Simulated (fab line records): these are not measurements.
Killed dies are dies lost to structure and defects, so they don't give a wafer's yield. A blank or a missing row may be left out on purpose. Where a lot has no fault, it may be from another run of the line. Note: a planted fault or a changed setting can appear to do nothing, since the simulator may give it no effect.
Chamber matching    flow sky130    pecvd-02 running SKY_PASSIVATION_CVD_00: 3 sister chambers
The step deposits SiO2, target thk 90 nm. 6 wafers are shown with their chamber, then 7 later ones without.

== EACH WAFER AND ITS CHAMBER ==
wafer   chamber  heater_power_w (W)
L083.3  1        840
L083.5  1        822
L085.4  0        612
L085.6  2        713
L086.1  0        668
L086.4  2        794

== WAFERS WITHOUT THEIR CHAMBER ==
wafer   heater_power_w (W)
L086.5  823
L089.2  839
L089.3  720
L089.4  754
L092.1  677
L092.4  670
L092.5  679

== THE CHAMBER EACH PASSED THROUGH ==
wafer   from the rows above           in truth
L086.5  can't be placed: 1 or 2       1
L089.2  can't be placed: 1 or 2       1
L089.3  can't be placed: 2 or 0 or 1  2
L089.4  can't be placed: 2 or 1       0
L092.1  can't be placed: 0 or 2       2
L092.4  can't be placed: 0 or 2       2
L092.5  can't be placed: 0 or 2       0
Correctly placed: 0 of 7. Unplaceable from these rows: 7, with the true chamber sitting among the candidates in 6. Placed wrongly: 0.
How it was worked out, from the rows above alone: a wafer's distance from a chamber is the root of the sum, over the readings, of the square of ((its reading less the chamber's mean) divided by the reading's scatter). If the next closest chamber is less than 2 further off than the closest, the wafer can't be placed; otherwise it belongs to the closest. A chamber's mean is the mean of its shown wafers. The scatter: take each reading less its chamber's mean, square it, sum over the shown wafers, divide by the number of wafers less the number of chambers, and take the root.
